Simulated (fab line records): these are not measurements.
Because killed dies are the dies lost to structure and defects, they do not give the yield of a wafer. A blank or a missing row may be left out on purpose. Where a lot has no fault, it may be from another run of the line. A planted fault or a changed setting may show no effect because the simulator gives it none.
Problem report, 8D (eight disciplines) form, completed by code    flow gf180mcu    the parts of the form that need people (team, actions taken, sign-off) are left out

== 1. WHAT IS WRONG ==
GF_HV_LDD_SOFTBAKE_27, run length s: mean 98.11 s over 1 wafer from 1 lot; wafers with no fault: 89.03 s, standard deviation 0.14. Relative to the usual mean, that is a shift of +65 standard deviations.
The step: time 60 s.
Earliest sighting: wafer L993.3 on litho track-02 at day 12 19:13. The record has a number at this step for 39 wafers belonging to 13 lots. By rule, "out" or "out of limits" means more than 4 standard deviations away from the usual mean. Any other wafer with a number is counted as sound.

== 2. WHAT THIS IS AND IS NOT ==
question                     is                 is not
which readings at this step  run length s       -
which lots                   L993               L102, L103, L104, L105, L106, L107, L108, L110, L111, L988, L989, L990
which wafers of those lots   L993.3             L993.2, L993.5
read on which tools          litho track-02     litho track-03, litho track-04
when                         from day 12 19:13  up to then (11 sound wafers); but 27 sound wafers of L102, L103, L104, L105, L106, L107, L108, L110, L111 came after

== 3. THE SUSPECTS, EACH WITH WHAT RULES IT OUT ==
Counting: if a tool at a process step up to the reading ran every lot that is out, it stays a suspect. Sound lots after the first of them don't rule it out here, since some wafers of a struck lot are sound.
- plasma asher-02 at GF_DUAL_GATE_STRIP_13 (strips in O2/N2): kept. It ran the lot that is out, L993 (day 9 18:43); its last sound lot up to then is L989 (day 8 16:07).
- plasma asher-02 at GF_HV_LDD_STRIP_10 (strips in O2/N2): kept. It ran the lot that is out, L993 (day 11 14:03); its last sound lot up to then is L989 (day 10 08:25).
- litho track-02 at GF_HV_LDD_SOFTBAKE_27 (time 60 s): kept. It ran the lot that is out, L993 (day 12 19:13); its last sound lot up to then is L990 (day 11 19:15). Out on those wafers are its own readings of run length s.
The count leaves plasma asher-02 at GF_DUAL_GATE_STRIP_13, plasma asher-02 at GF_HV_LDD_STRIP_10, and litho track-02 at GF_HV_LDD_SOFTBAKE_27.

== 4. THE CAUSE (what the simulator had put in) ==
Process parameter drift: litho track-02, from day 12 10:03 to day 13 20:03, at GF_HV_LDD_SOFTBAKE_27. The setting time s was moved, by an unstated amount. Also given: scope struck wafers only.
Counting leaves 3 suspects; this tool is one of them.

== 5. SEQUENCE OF EFFECTS, ordered by route ==
Each row: a reading where the mean over the struck wafers with a number is more than 3 standard deviations away from the usual. Scope: only readings with a usual standard deviation given in the record; hours: median across lots of the time from each lot's start at the first step in this table that gives one to its start at this step; sigmas: change in usual standard deviations.
hours  step                   reading       usual    on struck wafers  change  sigmas
0      GF_HV_LDD_SOFTBAKE_27  run length s  89.03 s  98.11             +9.08   +65
The process steps in it:
- GF_HV_LDD_SOFTBAKE_27: time 60 s.

== 6. HOW IT WOULD HAVE BEEN CAUGHT EARLIER ==
First out-of-limits reading in this record: day 12 19:13, which is 9 hours after fault onset at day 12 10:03.
